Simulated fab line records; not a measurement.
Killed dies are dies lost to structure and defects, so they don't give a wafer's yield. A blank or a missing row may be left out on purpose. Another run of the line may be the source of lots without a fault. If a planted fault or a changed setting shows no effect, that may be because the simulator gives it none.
Chamber matching ; flow sky130 ; rie_diel-03 running SKY_PAD_OPEN_ETCH_07: 3 sister chambers
The step etches the open film in CF4/O2, stops on AlCu, target depth 725 nm, time 161.1 s. 16 wafers are shown with their chamber, then 6 later ones without.

WAFERS, EACH WITH ITS CHAMBER
wafer;chamber;drypump_motor_current_A (A);oes_product_au (a.u.);rf_fwd_power_W (W)
L074.2;3;5.9;0.983;797.7
L074.4;0;5.1;0.983;794.6
L074.5;3;5.8;0.987;793.7
L075.1;0;5.1;0.973;798.1
L075.4;3;5.9;0.981;795.7
L075.5;1;4.7;0.983;794.9
L076.3;3;5.8;0.967;793.4
L076.4;1;4.7;0.976;797.6
L076.6;3;5.8;0.978;792.6
L079.1;0;5.1;0.974;798.9
L079.4;1;4.8;0.978;790.5
L079.5;0;5.1;0.974;795.1
L080.2;0;5.1;0.969;794.8
L080.3;3;5.8;0.983;796.2
L080.4;1;4.8;0.970;796.5
L084.1;3;5.8;0.983;798.0

SIGNATURES (averages over the wafers above)
reading;chamber 0;chamber 1;chamber 3;scatter within a chamber
drypump_motor_current_A;5.100;4.750;5.829;0.0432
oes_product_au;0.97460;0.97675;0.98029;0.00583
rf_fwd_power_W;796.300;794.875;795.329;2.37
Rule: a wafer's distance from a chamber is the root of the sum, over the readings, of the square of ((its reading less the chamber's mean) divided by the reading's scatter). The wafer belongs to the nearest chamber; if the next one is less than 2 further off, it can't be placed. The scatter is the square root of a quotient: the sum, over the shown wafers, of each reading's squared deviation from its chamber's mean, divided by wafers minus chambers.

WAFERS WHOSE CHAMBER IS MISSING
wafer;drypump_motor_current_A (A);oes_product_au (a.u.);rf_fwd_power_W (W)
L084.6;4.7;0.990;796.2
L093.2;5.1;0.979;799.6
L093.5;5.1;0.987;799.9
L097.1;5.0;0.971;797.2
L097.3;5.9;0.976;791.0
L097.5;4.7;0.989;797.9

EACH ONE'S CHAMBER
wafer;from the rows above;in truth
L084.6;1;1
L093.2;0;0
L093.5;0;0
L097.1;0;0
L097.3;3;3
L097.5;1;1
Correctly placed: 6 of 6. From these rows, 0 cannot be placed. Number placed wrongly: 0.
